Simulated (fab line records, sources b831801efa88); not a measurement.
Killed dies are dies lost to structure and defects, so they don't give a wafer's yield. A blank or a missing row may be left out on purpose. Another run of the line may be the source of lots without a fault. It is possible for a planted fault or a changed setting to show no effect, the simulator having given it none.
Problem report, 8D (eight disciplines) form, completed by code	flow sky130	the parts of the form that need people (team, actions taken, sign-off) are left out

1. THE ISSUE
killedAtFrontEnd at SKY_PAD_OPEN_PROBE_99 reads a mean of 65 on 6 wafers of 2 lots; wafers without a fault read 15 with a standard deviation of 4.4. That puts it +11 standard deviations away from the usual mean.
Earliest sighting: wafer L640.1 on prober-01 at day 48 19:04. The record has a number at this step for 6 wafers belonging to 2 lots. Rule for "out", or "out of limits": more than 4 standard deviations from the usual mean. Any other wafer with a number is counted as sound.

2. WHAT IT IS AND WHAT IT IS NOT
question	is	is not
which readings at this step	killedAtFrontEnd	killed_at_M0_to_M3, killed_at_M4_up, killedAtOther, killedOpen, killedShort
which lots	L640, L642	-
which wafers of those lots	all that have a number	-
read on which tools	prober-01, prober-02	-
when	from day 48 19:04	up to then (0 sound wafers)

3. WHAT RULES OUT EACH SUSPECT
Counting: a tool at any process step up to the reading remains a suspect when it ran all the lots that are out and ran no sound lot after the first of those.
- hdpcvd-02 at SKY_FIELD_ISO_CVD_24 (deposits SiO2, target thk 595 nm, time 99.2 s): kept. It ran every lot that is out, first L640 (day 4 18:49), and no sound lot after that.
After counting, what remains is hdpcvd-02 at SKY_FIELD_ISO_CVD_24.

4. THE CAUSE (what the simulator had put in)
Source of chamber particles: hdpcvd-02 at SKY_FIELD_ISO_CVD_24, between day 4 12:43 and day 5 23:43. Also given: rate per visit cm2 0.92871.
This tool alone remained once counting was done.

5. THE EFFECT CHAIN, in route order
Rows list readings where the struck wafers' mean (over those with a number) sits beyond 3 standard deviations from the usual. Scope: only readings with a usual standard deviation given in the record; hours: median across lots of the time from each lot's start at the first step in this table that gives one to its start at this step; sigmas: change in usual standard deviations.
hours	step	reading	usual	on struck wafers	change	sigmas
0	SKY_PAD_OPEN_PROBE_99	killedAtFrontEnd	15	65	+50	+11
0	SKY_PAD_OPEN_PROBE_99	killedDies	85	127	+42	+4.6
The process steps in it:
- SKY_PAD_OPEN_PROBE_99

6. WHAT WOULD HAVE CAUGHT IT SOONER
1062 hours passed between the start of the fault at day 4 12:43 and the first reading out of limits in this record, taken at day 48 19:04.
Lots out: 2; all had begun SKY_FIELD_ISO_CVD_24 on hdpcvd-02 by day 48 19:04. None of them would have been spared by holding the tool at that moment.
